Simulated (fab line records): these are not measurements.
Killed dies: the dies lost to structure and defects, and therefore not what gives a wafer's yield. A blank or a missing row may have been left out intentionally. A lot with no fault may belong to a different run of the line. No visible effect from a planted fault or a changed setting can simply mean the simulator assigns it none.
Matching of chambers -- flow gf180mcu -- GF_STI_CMP_25 on cmp-01: 4 sister chambers
The step polishes, stops on Si3N4, t overpolish 33 s, target thk 524.6 nm. 8 wafers are shown with their chamber, then 9 later ones without.

== WAFERS WITH THEIR CHAMBER ==
wafer,chamber,motor-current-A (A),time-to-endpoint-s (s)
L426.4,3,10.3,123
L428.4,3,10.7,117
L439.4,2,11.2,120
L439.5,0,11.2,114
L439.6,1,11.6,110
L440.3,2,11.7,119
L440.4,1,11.9,113
L440.6,0,11.6,117

== WAFERS WHOSE CHAMBER IS MISSING ==
wafer,motor-current-A (A),time-to-endpoint-s (s)
L445.1,11.0,121
L445.2,10.8,116
L445.3,12.5,120
L446.3,12.7,116
L446.4,11.0,119
L446.5,11.8,118
L447.2,11.5,119
L447.3,10.0,118
L447.4,10.9,119

== WHICH CHAMBER EACH WENT THROUGH ==
wafer,from the rows above,in truth
L445.1,can't be placed: 2 or 3 or 0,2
L445.2,can't be placed: 3 or 0 or 2 or 1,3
L445.3,can't be placed: 2 or 1 or 0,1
L446.3,can't be placed: 1 or 0 or 2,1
L446.4,can't be placed: 2 or 3 or 0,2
L446.5,can't be placed: 2 or 0 or 1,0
L447.2,can't be placed: 2 or 0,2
L447.3,3,3
L447.4,can't be placed: 3 or 2 or 0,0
Placed correctly: 1 of 9. These rows do not allow placing 8 (true chamber among the candidates in 8). Wrongly placed: 0.
How it was worked out, from the rows above alone: a wafer's distance from a chamber is the root of the sum, over the readings, of the square of ((its reading less the chamber's mean) divided by the reading's scatter). The wafer belongs to the nearest chamber; if the next one is less than 2 further off, it can't be placed. The mean given for a chamber averages the wafers shown for that chamber. The scatter: the root of (the sum of the squares of (reading less its chamber's mean) over the shown wafers, divided by (wafers less chambers)).
